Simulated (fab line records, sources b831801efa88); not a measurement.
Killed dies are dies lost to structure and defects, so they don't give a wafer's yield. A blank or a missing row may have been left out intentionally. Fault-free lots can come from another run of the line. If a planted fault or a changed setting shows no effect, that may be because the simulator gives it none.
fab line records	flow gf180mcu	part 1 of 2: steps 1 to 25 of 34
record: lots: 5	wafers: 15	last_day: 34
route steps=602 shown CONTACT@302 M1@315 V1@335
lots that met no fault: taken from a fault-free run of the same line
start_h: hours from the record's first day to the start of the lot's first wafer shown	wait_h: how many hours have passed since the lot's step before this one	" unchanged from the row above	L1.1+2: a single row standing in for several wafers	- either no value or no given start	* or withheld: withheld	< > ~ a bound
route shown NAME@n: names a module that has steps shown in the file, with the first one's number in the route	usual: mean/standard deviation of fault-free wafers	same: alike in all rows	chamber/n: place in a boat	sites: each site's reading	_std_site: their standard deviation	_edge_site: the outer-site mean with the inner-site mean subtracted	radius_mm: for every site, how far away it sits from the centre of the wafer	mask NAME#n: copy n	behind: the tool/chamber that last shaped the wafer	hold: what put the lot on hold/how long, in hours/how the hold closed	device: the transistor (n, p or np) that didn't switch	end of line: the same wafers' tests at the end of the route	for a step that has no rows: nothing shown but its recipe	killed: count of dies lost to structure and defects at first sort (not the wafer's yield)	map: a wafer's dies, marking killed ones x, the rest . and places with no die _
set.NAME: the setting the step ran with; set.NAME@STEP: the setting that earlier step ran with	model.NAME: the simulator's own value behind a step, which no gauge read
certain route steps with their lots: each step a table, each wafer a row
services: from which hour (start_h, from the record's first day; less than 0 if before it) a tool's chamber was out of use, for how many hours, and why
== steps ==
step: GF_CONTACT_OVL_MEAS_15
usual: CONTACT_OVL: -3/6.5
lot.wafer	tool	chamber	start_h	wait_h	CONTACT_OVL[nm]
L074.1	overlay-01	-	363.66	0.1	-7
L074.2	"	-	"	"	-8
L074.5	"	-	"	"	-6
L078.1	overlay-01	-	399.18	0.1	-5
L078.2	"	-	"	"	-1
L078.4	"	-	"	"	-1
L090.2	overlay-01	-	504.83	0.1	-9
L090.4	"	-	"	"	-7
L090.6	"	-	"	"	-6
L094.1	overlay-02	-	537.97	0.1	0
L094.5	"	-	"	"	-1
L094.6	"	-	"	"	0
L095.1	overlay-01	-	544.31	0.1	6
L095.3	"	-	"	"	-10
L095.5	"	-	"	"	1
step: GF_CONTACT_ETCH_16
recipe: chemistry: N2/H2	target_depth_a: withheld	overetch_a: withheld	time_s: withheld	target: BARC	ion_energy_ev: 200	source_w: 500	bias_w: 100	pressure_mtorr: 30	n2_flow_sccm: 100	h2_flow_sccm: 200
usual: drypump_motor_current_A: 5.7/0.44	oes_product_au: 0.856/0.0045	rf_fwd_power_W: 494.7/2.5	throttle_valve_pct: 13.225/0.0099
lot.wafer	tool	chamber	start_h	wait_h	drypump_motor_current_A	oes_product_au	rf_fwd_power_W	throttle_valve_pct
L074.1	rie_diel-01	3	363.70	0.0	5.3	0.864	496.0	13.238
L074.2	"	1	"	"	5.2	0.857	496.3	13.233
L074.5	"	1	"	"	5.2	0.857	494.9	13.233
L078.1	rie_diel-03	1	399.21	0.0	5.8	0.860	492.2	13.224
L078.2	"	3	"	"	5.3	0.856	498.1	13.208
L078.4	"	2	"	"	5.1	0.859	497.3	13.210
L090.2	rie_diel-03	2	504.86	0.0	5.0	0.851	495.7	13.225
L090.4	"	1	"	"	5.8	0.850	492.1	13.225
L090.6	"	2	"	"	5.1	0.847	497.8	13.218
L094.1	rie_diel-02	3	538.01	0.0	5.9	0.858	494.1	13.218
L094.5	"	0	"	"	6.4	0.861	496.5	13.227
L094.6	"	3	"	"	5.9	0.848	493.8	13.226
L095.1	rie_diel-01	1	544.35	0.0	5.2	0.852	494.2	13.193
L095.3	"	2	"	"	5.7	0.857	490.3	13.212
L095.5	"	3	"	"	5.3	0.854	494.6	13.245
step: GF_CONTACT_ETCH_17
recipe: chemistry: C4F8/O2/Ar	mask_material: KrF	target: SiO2	stop_on: CoSi2	source_w: 1500	bias_w: 1200	pressure_mtorr: 40	c4f8_flow_sccm: withheld	O2_flow_sccm: 6	Ar_flow_sccm: 300	time_s: withheld	target_depth_a: 8600
usual: oes_product_au: 0.816/0.0048	rf_fwd_power_W: 1495/4.5
lot.wafer	tool	chamber	start_h	wait_h	oes_product_au	rf_fwd_power_W
L074.1	rie_diel-01	3	-	-	0.818	1493
L074.2	"	1	"	"	0.819	1490
L074.5	"	1	"	"	0.821	1489
L078.1	rie_diel-03	1	-	-	0.809	1493
L078.2	"	3	"	"	0.807	1498
L078.4	"	2	"	"	0.812	1494
L090.2	rie_diel-03	2	-	-	0.810	1496
L090.4	"	1	"	"	0.811	1490
L090.6	"	2	"	"	0.812	1493
L094.1	rie_diel-02	3	-	-	0.817	1498
L094.5	"	0	"	"	0.813	1503
L094.6	"	3	"	"	0.810	1494
L095.1	rie_diel-01	1	-	-	0.817	1493
L095.3	"	2	"	"	0.813	1497
L095.5	"	3	"	"	0.815	1490
step: GF_CONTACT_STRIP_18
recipe: chemistry: O2/N2	power_w: 1400	pressure_mtorr: 1500	platen_temp_c: 250	o2_flow_sccm: 3000	n2_flow_sccm: 300	overash_fraction: 0.5
usual: drypump_motor_current_A: 5.70/0.24	heater_power_w: 318/16	o2_flow_sccm: 3001/9.1	oes_product_au: 0.580/0.0047	platen_temp_c: 250.00/0.18
lot.wafer	tool	chamber	start_h	wait_h	drypump_motor_current_A	heater_power_w	o2_flow_sccm	oes_product_au	platen_temp_c	rf_hours_counter_h
L074.1	plasma_asher-01	0	363.86	-	5.57	283	2994	0.577	249.82	25
L074.2	"	1	"	"	5.92	331	2999	0.573	249.69	25
L074.5	"	1	"	"	5.92	324	2999	0.572	249.73	-
L078.1	plasma_asher-01	0	399.38	-	5.58	281	2997	0.586	249.66	29
L078.2	"	1	"	"	5.93	333	2999	0.586	249.78	29
L078.4	"	1	"	"	5.92	334	3002	0.576	250.06	-
L090.2	plasma_asher-03	0	505.02	-	5.81	332	3017	0.577	249.89	83
L090.4	"	1	"	"	5.32	321	3001	0.591	250.14	-
L090.6	"	0	"	"	5.81	335	3014	0.567	249.89	-
L094.1	plasma_asher-03	0	538.17	-	5.78	326	2984	0.578	250.09	86
L094.5	"	1	"	"	5.33	314	2991	0.579	249.67	-
L094.6	"	0	"	"	5.76	328	3001	0.584	250.12	-
L095.1	plasma_asher-01	1	544.51	-	5.94	320	3009	0.580	250.04	45
L095.3	"	1	"	"	5.93	326	3012	0.584	250.01	-
L095.5	"	1	"	"	5.94	329	3002	0.575	249.91	-
step: GF_CONTACT_CLEAN_19
recipe: chemistry: SPM
lot.wafer	tool	chamber	start_h	wait_h
L074.1+2+5	wet_bench-02	2	363.96	0.1
L078.1+2+4	wet_bench-02	1	399.48	0.1
L090.2+4+6	wet_bench-02	3	505.12	0.1
L094.1+5+6	wet_bench-02	2	538.27	0.1
L095.1+3+5	wet_bench-03	0	544.61	0.1
step: GF_CONTACT_CLEAN_20
recipe: chemistry: DIW
lot.wafer	tool	chamber	start_h	wait_h
L074.1+2+5	wet_bench-03	1	364.07	0.0
L078.1+2+4	wet_bench-01	1	399.57	0.0
L090.2+4+6	wet_bench-01	3	505.22	0.0
L094.1+5+6	wet_bench-01	1	538.37	0.0
L095.1+3+5	wet_bench-02	1	544.70	0.0
step: GF_CONTACT_CLEAN_21
recipe: chemistry: dHF	time_s: 20	dilution: 100:1	dry: ipa_marangoni
lot.wafer	tool	chamber	start_h	wait_h
L074.1+2+5	wet_bench-01	3	364.17	0.0
L078.1+2+4	wet_bench-02	3	399.66	0.0
L090.2+4+6	wet_bench-03	0	505.34	0.0
L094.1+5+6	wet_bench-03	0	538.46	0.0
L095.1+3+5	wet_bench-01	2	544.80	0.0
step: GF_CONTACT_SPUTTER_22
recipe: material: Ti	target_thk_nm: 15	chamber_pressure_pa: 5	power_w: 2500	substrate_temp_c: 200	time_s: 80.02
usual: throttle_valve_pct: 30.2/0.88
lot.wafer	tool	chamber	start_h	wait_h	throttle_valve_pct
L074.1	pvd_sputter-03	-	364.19	0.0	30.6
L074.2	"	-	"	"	30.6
L074.5	"	-	"	"	30.7
L078.1	pvd_sputter-03	-	399.67	0.0	29.5
L078.2	"	-	"	"	30.7
L078.4	"	-	"	"	30.9
L090.2	pvd_sputter-03	-	505.35	0.0	30.9
L090.4	"	-	"	"	30.6
L090.6	"	-	"	"	30.6
L094.1	pvd_sputter-03	-	538.48	0.0	30.5
L094.5	"	-	"	"	30.7
L094.6	"	-	"	"	29.5
L095.1	pvd_sputter-01	-	544.82	0.0	31.2
L095.3	"	-	"	"	30.9
L095.5	"	-	"	"	30.8
step: GF_CONTACT_SPUTTER_23
recipe: material: TiN	target_thk_nm: 10	chamber_pressure_pa: 5	power_w: 4000	time_s: 40
usual: throttle_valve_pct: 30.2/0.87
lot.wafer	tool	chamber	start_h	wait_h	throttle_valve_pct
L074.1	pvd_sputter-03	-	364.25	0.0	30.6
L074.2	"	-	"	"	30.6
L074.5	"	-	"	"	30.8
L078.1	pvd_sputter-03	-	399.73	0.0	29.8
L078.2	"	-	"	"	30.7
L078.4	"	-	"	"	30.8
L090.2	pvd_sputter-03	-	505.42	0.0	30.9
L090.4	"	-	"	"	30.9
L090.6	"	-	"	"	30.6
L094.1	pvd_sputter-03	-	538.54	0.0	30.6
L094.5	"	-	"	"	30.6
L094.6	"	-	"	"	29.6
L095.1	pvd_sputter-01	-	544.88	0.0	31.3
L095.3	"	-	"	"	30.7
L095.5	"	-	"	"	31.0
step: GF_CONTACT_CVD_24
recipe: material: W	target_thk_nm: 300	time_s: 90.339	temp_c: 400	pressure_torr: 40
usual: heater_power_w: 823/67
lot.wafer	tool	chamber	start_h	wait_h	heater_power_w
L074.1	cvd_w-01	1	364.29	0.0	910
L074.2	"	0	"	"	824
L074.5	"	0	"	"	802
L078.1	cvd_w-01	0	399.77	0.0	807
L078.2	"	1	"	"	934
L078.4	"	1	"	"	914
L090.2	cvd_w-01	1	505.45	0.0	934
L090.4	"	0	"	"	794
L090.6	"	1	"	"	917
L094.1	cvd_w-01	1	538.58	0.0	916
L094.5	"	1	"	"	943
L094.6	"	0	"	"	801
L095.1	cvd_w-01	0	544.93	0.0	809
L095.3	"	0	"	"	801
L095.5	"	0	"	"	806
step: GF_CONTACT_RS_MEAS_25
recipe: thk_meas_gauge: four-point-probe	reads: W_of_CONTACT_CVD_24+TiN_of_CONTACT_SPUTTER_23+Ti_of_CONTACT_SPUTTER_22
usual: CONTACT_W_RS: 0.384/0.0057
lot.wafer	tool	chamber	start_h	wait_h	CONTACT_W_RS[ohm/sq]
L074.1	film_metro-02	-	364.39	0.1	0.384
L074.2	"	-	"	"	0.392
L074.5	"	-	"	"	0.390
L078.1	film_metro-03	-	399.87	0.1	0.387
L078.2	"	-	"	"	0.382
L078.4	"	-	"	"	0.380
L090.2	film_metro-02	-	505.57	0.1	0.390
L090.4	"	-	"	"	0.392
L090.6	"	-	"	"	0.391
L094.1	film_metro-02	-	538.68	0.1	0.394
L094.5	"	-	"	"	0.390
L094.6	"	-	"	"	0.384
L095.1	film_metro-03	-	545.03	0.1	0.386
L095.3	"	-	"	"	0.383
L095.5	"	-	"	"	0.387
step: GF_CONTACT_THK_MEAS_26
recipe: thk_meas_gauge: xrf	reads: W_of_CONTACT_CVD_24
usual: CONTACT_W_THK: 293/5
lot.wafer	tool	chamber	start_h	wait_h	CONTACT_W_THK[nm]
L074.1	film_metro-02	-	364.51	0.1	293
L074.2	"	-	"	"	288
L074.5	"	-	"	"	288
L078.1	film_metro-03	-	399.99	0.1	292
L078.2	"	-	"	"	294
L078.4	"	-	"	"	296
L090.2	film_metro-02	-	505.68	0.1	286
L090.4	"	-	"	"	284
L090.6	"	-	"	"	287
L094.1	film_metro-02	-	538.80	0.1	282
L094.5	"	-	"	"	285
L094.6	"	-	"	"	289
L095.1	film_metro-03	-	545.15	0.1	296
L095.3	"	-	"	"	298
L095.5	"	-	"	"	295
step: GF_CONTACT_CMP_27
recipe: stop_on: SiO2	down_force_psi: 3.5	platen_rpm: 60	t_overpolish_s: 15	target_thk_nm: 0	pad_velocity_m_s: 0.94248
usual: motor_current_A: 11.2/1.1	overpolish_run_s: 14.999/0.0083	time_to_endpoint_s: 71.6/2.6
lot.wafer	tool	chamber	start_h	wait_h	motor_current_A	overpolish_run_s	time_to_endpoint_s
L074.2	cmp-02	0	364.67	0.1	9.8	14.973	69.8
L074.1	"	2	"	"	10.8	15.008	72.4
L074.5	"	1	"	"	11.4	14.998	70.2
L078.2	cmp-01	2	400.05	0.0	13.0	15.004	72.1
L078.1	"	0	"	"	11.3	15.002	67.4
L078.4	"	1	"	"	11.0	14.994	72.3
L090.4	cmp-01	2	505.73	0.0	13.3	15.002	72.4
L090.2	"	0	"	"	10.7	15.002	68.8
L090.6	"	3	"	"	9.8	14.991	65.8
L094.1	cmp-01	3	538.96	0.1	9.4	14.993	70.0
L094.6	"	1	"	"	12.2	14.989	76.8
L094.5	"	2	"	"	13.3	14.983	72.5
L095.1	cmp-01	1	545.21	0.1	11.1	15.004	75.4
L095.3	"	2	"	"	13.0	15.003	73.4
L095.5	"	2	"	"	13.6	14.998	72.2
step: GF_M1_SPUTTER_00
recipe: material: Ti	target_thk_nm: 37.5	arriving_ion_energy_ev: 80	substrate_temp_c: 200	chamber_pressure_pa: 2	power_w: 4000	time_s: 150
usual: throttle_valve_pct: 29.7/1.2
lot.wafer	tool	chamber	start_h	wait_h	throttle_valve_pct
L074.1	pvd_sputter-04	-	364.97	0.1	30.7
L074.2	"	-	"	"	30.4
L074.5	"	-	"	"	30.5
L078.1	pvd_sputter-01	-	400.35	0.1	28.8
L078.2	"	-	"	"	31.6
L078.4	"	-	"	"	29.2
L090.2	pvd_sputter-02	-	506.03	0.1	27.7
L090.4	"	-	"	"	29.7
L090.6	"	-	"	"	29.7
L094.1	pvd_sputter-01	-	539.16	0.1	28.8
L094.5	"	-	"	"	31.3
L094.6	"	-	"	"	28.9
L095.1	pvd_sputter-02	-	545.51	0.2	27.8
L095.3	"	-	"	"	27.6
L095.5	"	-	"	"	27.7
step: GF_M1_SPUTTER_01
recipe: material: TiN	target_thk_nm: 30	power_w: 6500	time_s: 25	chamber_pressure_pa: 0.4
usual: throttle_valve_pct: 29.8/1.2
lot.wafer	tool	chamber	start_h	wait_h	throttle_valve_pct
L074.1	pvd_sputter-04	-	365.07	0.1	30.7
L074.2	"	-	"	"	30.5
L074.5	"	-	"	"	30.3
L078.1	pvd_sputter-01	-	400.45	0.1	29.1
L078.2	"	-	"	"	31.2
L078.4	"	-	"	"	29.3
L090.2	pvd_sputter-02	-	506.13	0.1	27.8
L090.4	"	-	"	"	29.6
L090.6	"	-	"	"	29.6
L094.1	pvd_sputter-01	-	539.26	0.1	28.8
L094.5	"	-	"	"	31.3
L094.6	"	-	"	"	29.0
L095.1	pvd_sputter-02	-	545.61	0.1	27.8
L095.3	"	-	"	"	27.8
L095.5	"	-	"	"	27.8
step: GF_M1_SPUTTER_02
recipe: material: AlCu	target_thk_nm: 450	power_w: 10600	time_s: 23.9	chamber_pressure_pa: 0.4
usual: throttle_valve_pct: 29.8/1.2
lot.wafer	tool	chamber	start_h	wait_h	throttle_valve_pct
L074.1	pvd_sputter-04	-	365.10	0.0	30.8
L074.2	"	-	"	"	30.4
L074.5	"	-	"	"	30.4
L078.1	pvd_sputter-01	-	400.48	0.0	29.0
L078.2	"	-	"	"	31.3
L078.4	"	-	"	"	29.2
L090.2	pvd_sputter-02	-	506.16	0.0	27.5
L090.4	"	-	"	"	29.6
L090.6	"	-	"	"	29.4
L094.1	pvd_sputter-01	-	539.29	0.0	29.0
L094.5	"	-	"	"	31.4
L094.6	"	-	"	"	29.5
L095.1	pvd_sputter-02	-	545.64	0.0	27.7
L095.3	"	-	"	"	27.7
L095.5	"	-	"	"	27.9
step: GF_M1_SPUTTER_03
recipe: material: Ti	target_thk_nm: 10	substrate_temp_c: 300	chamber_pressure_pa: 0.3	power_w: 3000	time_s: 6.7
usual: throttle_valve_pct: 29.7/1.2
lot.wafer	tool	chamber	start_h	wait_h	throttle_valve_pct
L074.1	pvd_sputter-04	-	365.13	0.0	30.8
L074.2	"	-	"	"	30.5
L074.5	"	-	"	"	30.7
L078.1	pvd_sputter-01	-	400.51	0.0	28.9
L078.2	"	-	"	"	31.4
L078.4	"	-	"	"	29.5
L090.2	pvd_sputter-02	-	506.19	0.0	27.4
L090.4	"	-	"	"	29.8
L090.6	"	-	"	"	29.8
L094.1	pvd_sputter-01	-	539.32	0.0	29.1
L094.5	"	-	"	"	31.3
L094.6	"	-	"	"	29.4
L095.1	pvd_sputter-02	-	545.67	0.0	27.8
L095.3	"	-	"	"	27.7
L095.5	"	-	"	"	27.8
step: GF_M1_SPUTTER_04
recipe: material: TiN	target_thk_nm: 50	power_w: 6500	time_s: 41.7	chamber_pressure_pa: 0.4
usual: throttle_valve_pct: 29.8/1.2
lot.wafer	tool	chamber	start_h	wait_h	throttle_valve_pct
L074.1	pvd_sputter-04	-	365.15	0.0	30.3
L074.2	"	-	"	"	30.3
L074.5	"	-	"	"	30.1
L078.1	pvd_sputter-01	-	400.53	0.0	29.1
L078.2	"	-	"	"	31.4
L078.4	"	-	"	"	29.2
L090.2	pvd_sputter-02	-	506.22	0.0	27.8
L090.4	"	-	"	"	29.8
L090.6	"	-	"	"	29.5
L094.1	pvd_sputter-01	-	539.34	0.0	29.1
L094.5	"	-	"	"	31.5
L094.6	"	-	"	"	29.3
L095.1	pvd_sputter-02	-	545.69	0.0	27.5
L095.3	"	-	"	"	27.7
L095.5	"	-	"	"	27.6
step: GF_M1_RS_MEAS_05
recipe: thk_meas_gauge: four-point-probe	reads: TiN_of_M1_SPUTTER_04+Ti_of_M1_SPUTTER_03+AlCu_of_M1_SPUTTER_02+TiN_of_M1_SPUTTER_01+Ti_of_M1_SPUTTER_00
usual: M1_ALCU_RS: 0.0692/0.00085
lot.wafer	tool	chamber	start_h	wait_h	M1_ALCU_RS[ohm/sq]
L074.1	film_metro-01	-	365.19	0.0	0.0692
L074.2	"	-	"	"	0.0688
L074.5	"	-	"	"	0.0687
L078.1	film_metro-04	-	400.57	0.0	0.0694
L078.2	"	-	"	"	0.0697
L078.4	"	-	"	"	0.0693
L090.2	film_metro-04	-	506.28	0.0	0.0687
L090.4	"	-	"	"	0.0684
L090.6	"	-	"	"	0.0685
L094.1	film_metro-04	-	539.38	0.0	0.0688
L094.5	"	-	"	"	0.0687
L094.6	"	-	"	"	0.0688
L095.1	film_metro-03	-	545.73	0.0	0.0694
L095.3	"	-	"	"	0.0694
L095.5	"	-	"	"	0.0694
step: GF_M1_THK_MEAS_06
recipe: thk_meas_gauge: xrf	reads: AlCu_of_M1_SPUTTER_02
usual: M1_ALCU_THK: 449/5.8
lot.wafer	tool	chamber	start_h	wait_h	M1_ALCU_THK[nm]
L074.1	film_metro-01	-	365.31	0.1	452
L074.2	"	-	"	"	450
L074.5	"	-	"	"	453
L078.1	film_metro-04	-	400.69	0.1	450
L078.2	"	-	"	"	447
L078.4	"	-	"	"	448
L090.2	film_metro-04	-	506.39	0.1	456
L090.4	"	-	"	"	458
L090.6	"	-	"	"	458
L094.1	film_metro-04	-	539.50	0.1	452
L094.5	"	-	"	"	452
L094.6	"	-	"	"	450
L095.1	film_metro-03	-	545.85	0.1	444
L095.3	"	-	"	"	447
L095.5	"	-	"	"	444
step: GF_M1_DEHYDRATE_07
recipe: temp_c: 200	time_s: 60
usual: resist_line_temp_C: 22.99/0.12
lot.wafer	tool	chamber	start_h	wait_h	resist_line_temp_C
L074.1	litho_track-01	0	375.25	9.9	22.87
L074.2	"	0	"	"	22.79
L074.5	"	0	"	"	22.91
L078.1	litho_track-01	0	412.05	11.3	23.05
L078.2	"	0	"	"	22.86
L078.4	"	0	"	"	22.99
L090.2	litho_track-04	0	517.61	11.2	23.13
L090.4	"	0	"	"	23.01
L090.6	"	0	"	"	22.86
L094.1	litho_track-04	0	549.93	10.4	22.92
L094.5	"	0	"	"	22.99
L094.6	"	0	"	"	23.01
L095.1	litho_track-03	0	556.76	10.9	22.92
L095.3	"	0	"	"	23.03
L095.5	"	0	"	"	22.93
step: GF_M1_HMDS_08
recipe: prime_time_s: 60	prime_temp_c: 120
usual: resist_line_temp_C: 22.98/0.11
lot.wafer	tool	chamber	start_h	wait_h	resist_line_temp_C
L074.1	litho_track-01	0	375.40	0.1	23.05
L074.2	"	0	"	"	23.02
L074.5	"	0	"	"	22.98
L078.1	litho_track-01	0	412.20	0.1	22.94
L078.2	"	0	"	"	23.04
L078.4	"	0	"	"	23.09
L090.2	litho_track-04	0	517.76	0.1	23.21
L090.4	"	0	"	"	23.21
L090.6	"	0	"	"	23.09
L094.1	litho_track-04	0	550.08	0.1	23.16
L094.5	"	0	"	"	23.08
L094.6	"	0	"	"	23.08
L095.1	litho_track-03	0	556.91	0.1	23.10
L095.3	"	0	"	"	22.89
L095.5	"	0	"	"	22.83
step: GF_M1_COAT_09
recipe: resist: KrF	spin_rpm: withheld	resist_thk_nm: 993.7
usual: resist_line_temp_C: 23.00/0.095
lot.wafer	tool	chamber	start_h	wait_h	resist_line_temp_C
L074.1	litho_track-01	0	375.55	0.1	22.78
L074.2	"	0	"	"	22.69
L074.5	"	0	"	"	22.82
L078.1	litho_track-01	0	412.35	0.1	23.03
L078.2	"	0	"	"	23.06
L078.4	"	0	"	"	23.13
L090.2	litho_track-04	0	517.91	0.1	22.87
L090.4	"	0	"	"	23.12
L090.6	"	0	"	"	22.88
L094.1	litho_track-04	0	550.23	0.1	23.13
L094.5	"	0	"	"	22.87
L094.6	"	0	"	"	22.90
L095.1	litho_track-03	0	557.06	0.1	23.05
L095.3	"	0	"	"	22.98
L095.5	"	0	"	"	23.13
step: GF_M1_SOFTBAKE_10
recipe: temp_c: 130	time_s: 60	resist: KrF
usual: resist_line_temp_C: 22.99/0.11
lot.wafer	tool	chamber	start_h	wait_h	resist_line_temp_C
L074.1	litho_track-01	0	375.70	0.1	23.05
L074.2	"	0	"	"	23.07
L074.5	"	0	"	"	22.99
L078.1	litho_track-01	0	412.50	0.1	22.80
L078.2	"	0	"	"	23.14
L078.4	"	0	"	"	22.89
L090.2	litho_track-04	0	518.06	0.1	23.04
L090.4	"	0	"	"	23.01
L090.6	"	0	"	"	23.05
L094.1	litho_track-04	0	550.38	0.1	22.92
L094.5	"	0	"	"	22.98
L094.6	"	0	"	"	23.09
L095.1	litho_track-03	0	557.21	0.1	23.15
L095.3	"	0	"	"	22.88
L095.5	"	0	"	"	22.84
step: GF_M1_EXPOSE_11
recipe: mask_id: Metal1	target_cd_nm: 230	na: 0.68	source_shape: conventional	sigma_outer: 0.6	dose_mj: 28
same: sigma_outer: 0.6
lot.wafer	tool	chamber	start_h	wait_h	mask
L074.1+2+5	krf_scanner-01	0	-	-	Metal1#0
L078.1+2+4	krf_scanner-02	0	-	-	Metal1#0
L090.2+4+6	krf_scanner-01	0	-	-	Metal1#0
L094.1+5+6	krf_scanner-02	0	-	-	Metal1#0
L095.1+3+5	krf_scanner-01	0	-	-	Metal1#0
